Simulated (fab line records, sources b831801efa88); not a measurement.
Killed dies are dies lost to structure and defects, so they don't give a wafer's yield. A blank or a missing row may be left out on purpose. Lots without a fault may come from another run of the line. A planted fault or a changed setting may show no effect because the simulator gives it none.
Problem report in the 8D (eight disciplines) form, filled by code | flow gf180mcu | the parts of the form that need people (team, actions taken, sign-off) are left out

1. THE PROBLEM
HV_LDD_CVD_54_THK at GF_HV_LDD_THK_MEAS_55 reads a mean of 12.75 nm on 6 wafers of 2 lots; wafers without a fault read 9.99 nm with a standard deviation of 0.16. That is +17 standard deviations from the usual mean.
First seen on wafer L405.1, day 17 06:17, on film_metro-01. The record holds 36 wafers of 12 lots with a number at this step. Rule for "out", or "out of limits": more than 4 standard deviations from the usual mean. The other wafers with a number count as sound.

2. WHAT IT IS AND WHAT IT IS NOT
question                    | is                           | is not
which readings at this step | HV_LDD_CVD_54_THK            | -
which lots                  | L405, L406                   | L391, L392, L393, L395, L397, L398, L402, L407, L412, L413
which wafers of those lots  | all that have a number       | -
read on which gauges        | film_metro-01, film_metro-04 | film_metro-02
when                        | from day 17 06:17            | up to then (21 sound wafers); but 9 sound wafers of L407, L412, L413 came after

3. SUSPECTS, AND WHAT RULES EACH OUT
Counting: a tool at a process step up to the reading stays a suspect if it ran every lot that is out and no sound lot after the first of them.
- the gauge at GF_HV_LDD_THK_MEAS_55: ruled out. The wafers that are out were read on 2 gauges (film_metro-01, film_metro-04).
- lpcvd-02 at GF_HV_LDD_CVD_54 (deposits SiO2 from TEOS, target thk 10 nm, time 75 s): kept. It ran every lot that is out, first L405 (day 17 05:16), and no sound lot after that; its last sound lot up to then is L402 (day 16 10:49). Its own readings are out on those wafers: spike_tc_bottom_C, spike_tc_centre_C, spike_tc_lower_C, spike_tc_upper_C.
Left after counting: lpcvd-02 at GF_HV_LDD_CVD_54.

4. THE CAUSE (what the simulator had put in)
Process parameter drift: lpcvd-02, from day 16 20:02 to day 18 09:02, at GF_HV_LDD_CVD_54. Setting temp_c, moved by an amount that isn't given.
Counting left only this tool.

5. THE CHAIN OF EFFECTS, in route order
Each row: a reading whose mean over the struck wafers that have a number lies more than 3 standard deviations from the usual. Only readings for which the record gives a usual standard deviation are gone through. hours: the time from each lot's start at the first step in this table that gives one to its start at this step, as a median over the lots. sigmas: the change in usual standard deviations.
hours | step                  | reading           | usual   | on struck wafers | change | sigmas
0     | GF_HV_LDD_CVD_54      | spike_tc_bottom_C | 702.8 C | 715.6            | +12.8  | +5.1
0     | GF_HV_LDD_CVD_54      | spike_tc_centre_C | 680.1 C | 690.6            | +10.5  | +9.5
0     | GF_HV_LDD_CVD_54      | spike_tc_lower_C  | 679.8 C | 690.4            | +10.6  | +8.8
0     | GF_HV_LDD_CVD_54      | spike_tc_upper_C  | 680.2 C | 690.5            | +10.3  | +7.9
1     | GF_HV_LDD_THK_MEAS_55 | HV_LDD_CVD_54_THK | 9.99 nm | 12.75            | +2.76  | +17
The process steps in it:
- GF_HV_LDD_CVD_54: deposits SiO2 from TEOS, target thk 10 nm, time 75 s.
Later measuring or inspecting steps at which every struck wafer that the step has a row for has a number for every such reading, and none has moved that far: GF_CONTACT_THK_MEAS_03.

6. WHAT WOULD HAVE CAUGHT IT SOONER
In this record the first reading out of limits at a measuring or inspecting step was taken at day 17 06:17, 10 hours after the fault began at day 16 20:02.
The tool's own readings at GF_HV_LDD_CVD_54 were out on every struck wafer that the step has a row for (spike_tc_bottom_C, spike_tc_centre_C, spike_tc_lower_C, spike_tc_upper_C): an alarm limit on them would have fired on the first of those.
Of the lots that are out (2), L406 began GF_HV_LDD_CVD_54 on lpcvd-02 after day 17 06:17. A hold on the tool at that time would have spared it.
